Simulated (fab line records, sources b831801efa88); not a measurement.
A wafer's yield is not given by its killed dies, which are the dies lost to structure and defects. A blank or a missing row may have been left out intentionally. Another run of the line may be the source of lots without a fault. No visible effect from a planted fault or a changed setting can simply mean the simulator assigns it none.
Which of the tools did it? :: flow sky130 :: Sampling: 10 lots, 30 wafers, 3 of 708 route steps

== WHAT THE GAUGES READ, wafer by wafer ==
SKY_CONTACT_RS_MEAS_25: measurement is done with a four-point probe.
lot: L213
measured: day 32 17:10
on: film metro-01
CONTACT_W_RS (ohm/sq): 0.337 0.339 0.333

lot: L216
measured: day 33 07:40
on: film metro-02
CONTACT_W_RS (ohm/sq): 0.344 0.336 0.348

lot: L217
measured: day 34 00:37
on: film metro-04
CONTACT_W_RS (ohm/sq): 0.341 0.329 0.338

lot: L219
measured: day 34 11:13
on: film metro-01
CONTACT_W_RS (ohm/sq): 0.331 0.344 0.335

lot: L225
measured: day 36 03:17
on: film metro-04
CONTACT_W_RS (ohm/sq): 0.344 0.342 0.341

lot: L228
measured: day 37 03:06
on: film metro-01
CONTACT_W_RS (ohm/sq): 0.341 0.342 0.342

lot: L231
measured: day 37 20:25
on: film metro-04
CONTACT_W_RS (ohm/sq): 0.438 0.452 0.449

lot: L232
measured: day 38 05:22
on: film metro-04
CONTACT_W_RS (ohm/sq): 0.344 0.348 0.346

lot: L233
measured: day 38 07:26
on: film metro-04
CONTACT_W_RS (ohm/sq): 0.433 0.438 0.451

lot: L234
measured: day 38 19:14
on: film metro-02
CONTACT_W_RS (ohm/sq): 0.337 0.343 0.342

== TOOL THAT RAN EACH LOT (tool first, then ch and the chambers of the sampled wafers, then the start) ==
lot: L213
SKY_LOCAL_INTERCONNECT_METAL_ETCH_14: rie metal-04 ch 0,1, day 31 11:35
SKY_CONTACT_CVD_24: cvd w-01 ch 0,1, day 32 17:03

lot: L216
SKY_LOCAL_INTERCONNECT_METAL_ETCH_14: rie metal-03 ch 0,1, day 32 02:40
SKY_CONTACT_CVD_24: cvd w-01 ch 0,1, day 33 07:32

lot: L217
SKY_LOCAL_INTERCONNECT_METAL_ETCH_14: rie metal-03 ch 0,1, day 32 19:50
SKY_CONTACT_CVD_24: cvd w-01 ch 0,1, day 34 00:29

lot: L219
SKY_LOCAL_INTERCONNECT_METAL_ETCH_14: rie metal-03 ch 0,1, day 33 06:44
SKY_CONTACT_CVD_24: cvd w-01 ch 0,1, day 34 11:05

lot: L225
SKY_LOCAL_INTERCONNECT_METAL_ETCH_14: rie metal-02 ch 0,1, day 34 22:29
SKY_CONTACT_CVD_24: cvd w-02 ch 0,1, day 36 03:11

lot: L228
SKY_LOCAL_INTERCONNECT_METAL_ETCH_14: rie metal-04 ch 0, day 35 22:53
SKY_CONTACT_CVD_24: cvd w-02 ch 0, day 37 02:59

lot: L231
SKY_LOCAL_INTERCONNECT_METAL_ETCH_14: rie metal-02 ch 0,1, day 36 15:35
SKY_CONTACT_CVD_24: cvd w-01 ch 0,1, day 37 20:18

lot: L232
SKY_LOCAL_INTERCONNECT_METAL_ETCH_14: rie metal-02 ch 0,1, day 37 01:21
SKY_CONTACT_CVD_24: cvd w-02 ch 0,1, day 38 05:15

lot: L233
SKY_LOCAL_INTERCONNECT_METAL_ETCH_14: rie metal-03 ch 0,1, day 37 03:37
SKY_CONTACT_CVD_24: cvd w-01 ch 0,1, day 38 07:20

lot: L234
SKY_LOCAL_INTERCONNECT_METAL_ETCH_14: rie metal-03 ch 0,1, day 37 15:56
SKY_CONTACT_CVD_24: cvd w-02 ch 0,1, day 38 19:07
- SKY_LOCAL_INTERCONNECT_METAL_ETCH_14: etches TiN in Cl2/BCl3, stops on PSG, target depth 110 nm, time 31.4 s.
- SKY_CONTACT_CVD_24: deposits W, target thk 340 nm, time 102.12 s.

== THE ANSWER, worked out from the rows above alone ==
Rule: what is usual is taken from the lots themselves. The widest of any qualifying gaps counts: lots, ordered by their means at a reading, are off when they make up no more than a third of the lots, leave a main group of 4 or more, and stand apart from it by 3 or more times the standard deviation of that group's means. A main group is skipped when, at the precision printed for the reading in the tables above, its means are all equal. A lot without any number at a reading at which 4 lots or more have one is off too. Any other lot the step has rows for is counted as sound.
Off: L231, L233, at SKY_CONTACT_RS_MEAS_25 (CONTACT_W_RS). Mean 0.340 ohm/sq and standard deviation 0.0034 in the main group.
If a tool, at a process step before that reading, ran all the lots that are off and no sound lot after the first of them, it fits. Gauges at SKY_CONTACT_RS_MEAS_25: tried the same way as those tools. One fits: SKY_CONTACT_CVD_24 on cvd w-01. Its last sound lot is L219 (day 34 11:05), its first lot that is off L231 (day 37 20:18): a fault that began between those two fits.

== WHAT THE SIMULATOR HAD PUT IN ==
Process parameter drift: cvd w-01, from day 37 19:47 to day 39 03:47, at SKY_CONTACT_CVD_24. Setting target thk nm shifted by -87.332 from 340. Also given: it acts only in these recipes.
Struck lots among those shown: L231, L233. The rule given above showed the same thing.
